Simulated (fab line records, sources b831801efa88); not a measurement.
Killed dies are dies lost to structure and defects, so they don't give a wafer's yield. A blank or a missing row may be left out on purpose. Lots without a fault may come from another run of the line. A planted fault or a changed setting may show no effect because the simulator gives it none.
A struck lot beside a sound one | flow sky130 | 17 steps out of a route of 708
Sound: wafers L991.2, L991.4, L991.5. Struck: wafers L100.3, L100.4, L100.6. The cause comes at the end.
At each step with rows: each side's tool, then ch and its chambers, then its first start. Under that, the readings that differ: sound wafers | struck wafers | difference of the means | sigmas: that difference in standard deviations of wafers without a fault.
alike: readings whose means differ by less than 2 such deviations, and words and numbers that are the same on both sides. not compared: withheld readings, readings that some wafer has no value for, bounds like >300 that may hide the same value, and numbers for which the record gives no deviation and whose values overlap.
The two part at a step that has a row with sigmas, a row that says differs or no value, or rows on one side only. Numbers that don't overlap but have no deviation are shown without sigmas and don't part them. A reading that every wafer of one side lacks parts them only if that side has two wafers or more.

SKY_LDD_P_OVL_MEAS_08:
  sound on overlay-01, day 22 03:15; struck on overlay-02, day 26 05:32
  alike: LDD_P_OVL
then, 1 step without rows for these wafers: SKY_LDD_P_IMPLANT_09.
SKY_LDD_P_STRIP_10: strips in O2/N2.
  sound on plasma_asher-04 ch 0, day 22 03:26; struck on plasma_asher-04 ch 0,1, day 26 05:44
  alike: drypump_motor_current_A, oes_product_au, strip_time_to_endpoint_s
  not compared: rf_hours_counter_h
SKY_LDD_P_TW_MEAS_11:
  sound on film_metro-01, day 22 03:32; struck on film_metro-04, day 26 05:50
  alike: LDD_P_TW
then, 7 steps without rows for these wafers: SKY_LDD_HVN_DEHYDRATE_00 (time 60 s); SKY_LDD_HVN_HMDS_01 (prime time 60 s); SKY_LDD_HVN_COAT_02 (resist thk 300 nm); SKY_LDD_HVN_SOFTBAKE_03 (time 60 s); SKY_LDD_HVN_EXPOSE_04 (exposes mask HVNTM, target cd 700 nm); SKY_LDD_HVN_PEB_05; SKY_LDD_HVN_DEVELOP_06 (develop time 60 s).
SKY_LDD_HVN_OVL_MEAS_07:
  sound on overlay-01, day 23 09:16; struck on overlay-02, day 27 10:23
  alike: LDD_HVN_OVL
SKY_LDD_HVN_IMPLANT_08:
  sound on implanter-03 ch 0, day 23 09:19; struck on implanter-01 ch 0, day 27 10:28
  reading            | sound                            | struck                          | difference | sigmas
  dose_ions_cm2      | 2.9955e+13 2.9984e+13 3.0022e+13 | 1.808e+13 1.8094e+13 1.8103e+13 | -1.189e+13 | -99 or more
  faraday_current_uA | 168 160 175                      | 102 99 104                      | -66        | -21
SKY_LDD_HVN_STRIP_09: strips in O2/N2.
  sound on plasma_asher-01 ch 1, day 23 09:26; struck on plasma_asher-03 ch 0,1, day 27 10:35
  reading                      | sound             | struck            | difference | sigmas
  strip_time_to_endpoint_s (s) | 4.127 4.111 4.117 | 4.141 4.186 4.150 | +0.041     | +3
  alike: drypump_motor_current_A, oes_product_au
  not compared: rf_hours_counter_h
SKY_LDD_HVN_TW_MEAS_10:
  sound on film_metro-01, day 23 09:33; struck on film_metro-04, day 27 10:41
  reading    | sound          | struck         | difference | sigmas
  LDD_HVN_TW | 1450 1444 1444 | 1199 1198 1191 | -250       | -11
then, 1 step without rows for these wafers: SKY_LDD_HVP_DEHYDRATE_00 (time 60 s).
-- the record jumps here: 23 days lie between the struck wafers' starts before and after (it left off in module LDD_HVP and takes up again in module PAD_OPEN, whose first step shown is number 708 of the route) --
SKY_PAD_OPEN_PROBE_99:
  sound on prober-01, day 47 18:56; struck on prober-01, day 50 05:40
  reading                                | sound             | struck            | difference | sigmas
  killed_at_other                        | 2 2 1             | 0 0 0             | -2         | -2
  model.etest.tip_n_5v.rs_ohm_sq         | 1391 1382 1389    | 2051 2058 2055    | +667       |
  model.etest.nfet_g5v0d10v5.r_on_ohm_um | 1902 1931 1907    | 1974 1968 2005    | +69        |
  model.etest.tip_n_5v.rs_ohm_sq_range   | 43.48 41.76 24.15 | 60.18 53.87 59    | +21.22     |
  model.etest.nfet_g5v0d10v5.drive_ua_um | 589.7 595.4 591.7 | 576.8 587.5 589.4 | -7.7       |
  model.etest.res_ndiff_hv.rs_ohm_sq     | 112.8 112.9 112.8 | 115.9 116.3 115.8 | +3.2       |
  alike: killed_at_M0_to_M3, killed_at_M4_up, killed_at_contacts, killed_at_front_end, killed_dies, killed_open, killed_short
  not compared: model.etest.nfet_05v0_nvt.drive_ua_um, model.etest.ring_5v.delay_ps, model.etest.nfet_g5v0d10v5.vt_sat_v

WHERE THEY PART
First at SKY_LDD_HVN_IMPLANT_08; last, within this record, at SKY_PAD_OPEN_PROBE_99.

WHY: what the simulator had put in
Process parameter drift: implanter-01, from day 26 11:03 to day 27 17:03, at SKY_LDD_HVN_IMPLANT_08. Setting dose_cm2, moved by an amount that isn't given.
